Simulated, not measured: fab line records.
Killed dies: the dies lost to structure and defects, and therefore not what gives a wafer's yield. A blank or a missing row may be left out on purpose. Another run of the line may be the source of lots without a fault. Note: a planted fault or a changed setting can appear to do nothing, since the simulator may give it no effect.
Split-lot study	flow sfqLine	on a route of 325 steps: 5 lots, 23 wafers read

== ABOUT THE SPLIT ==
At SFQ_TRILAYER_I7_VIA_LITHO_PEB_190 (peb time 60 s), the setting pebTempC was moved away from the recipe's 115 C on 6 of the 23 wafers read, by +1.0% to +2.8%. For the rest of the wafers, this setting stayed at what the recipe calls for.

== BETWEEN THE SPLIT AND THE READING: the file shows 1 step in between ==
- SFQ_TRILAYER_I7_VIA_LITHO_DEVELOP_189: time 60 s

== THE READING ==
I7.cdNm (the simulator's own value, which no gauge read), in nm, at SFQ_TRILAYER_I7_VIA_BARC_OPEN_VIA_ETCH_260 (etches BARC in O2, target depth 125 nm, time 41.7 s). There is no usual value for it anywhere in the file. Here, 17 wafers ran the recipe; their average is 1001.1 nm with a standard deviation of 2.5 nm.

wafer	tool, chamber at the split	pebTempC as run, C	against the recipe	I7.cdNm, nm	against lot-mates on the recipe
L074.4	lithoTrack-03, 0	115	recipe	1001	-
L074.5	lithoTrack-03, 0	115	recipe	1001	-
L074.6	lithoTrack-03, 0	115	recipe	1003	-
L077.1	lithoTrack-03, 0	115	recipe	1003	-
L077.3	lithoTrack-03, 0	115	recipe	1003	-
L077.4	lithoTrack-03, 0	117.7	+2.3%	1045	+42.3
L077.5	lithoTrack-03, 0	117.7	+2.3%	1047	+44.3
L077.6	lithoTrack-03, 0	115	recipe	1002	-
L081.1	lithoTrack-04, 0	115	recipe	1004	-
L081.3	lithoTrack-04, 0	115	recipe	1004	-
L081.4	lithoTrack-04, 0	115	recipe	1004	-
L081.6	lithoTrack-04, 0	115	recipe	1004	-
L081.2	lithoTrack-04, 0	115	recipe	1001	-
L084.1	lithoTrack-01, 0	118.2	+2.8%	1051	+52.9
L084.6	lithoTrack-01, 0	118.2	+2.8%	1051	+52.9
L084.2	lithoTrack-01, 0	115	recipe	997.3	-
L084.3	lithoTrack-01, 0	115	recipe	999.9	-
L084.5	lithoTrack-01, 0	115	recipe	997	-
L085.1	lithoTrack-01, 0	116.1	+1.0%	1018	+19.8
L085.2	lithoTrack-01, 0	115	recipe	1000	-
L085.3	lithoTrack-01, 0	115	recipe	996.8	-
L085.5	lithoTrack-01, 0	115	recipe	997.8	-
L085.6	lithoTrack-01, 0	116.1	+1.0%	1020	+21.8

THE FIT
A straight line over all 23 wafers: I7.cdNm changes by +18.4 nm for each +1% of pebTempC; r = +0.99; the points scatter about the line by 2.4 nm.
The same after taking each lot's own level away (the mean of its wafers on the recipe; 23 wafers): +18.9 nm for each +1%; r = +1.00; scatter 1.4 nm.
The reading moves by 53 nm for the largest change in pebTempC, on that fit.
The span of the lots' own levels, 998.07 to 1003.40 nm, comes to 2.1 times the standard deviation stated above.
The two slopes are in agreement: the lot-to-lot level therefore moves the slope only a little.
Check: with one of the wafers moved furthest among these (+2.8%) left out of the fit, the line predicts +52.7 nm for it against its lot-mates. It came out at +52.9 nm against them.

== THESE WAFERS: OTHER SPLITS ==
Before the reading, these wafers also passed through other splits. Each is held against what the fit with the lots' levels taken away leaves over:
other split on the same wafers	wafers away from the commonest value	r with I7.cdNm (lot level and that fit taken away)
SFQ_TRILAYER_I6_VIA_BARC_OPEN_VIA_ETCH_235 timeS	7	+0.12
SFQ_TRILAYER_M7_LITHO_COAT_182 spinRpm	5	+0.05

== THE FILE'S OWN FIT ==
I7.cdNm changes by +19 nm for each +1% of pebTempC, r = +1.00.
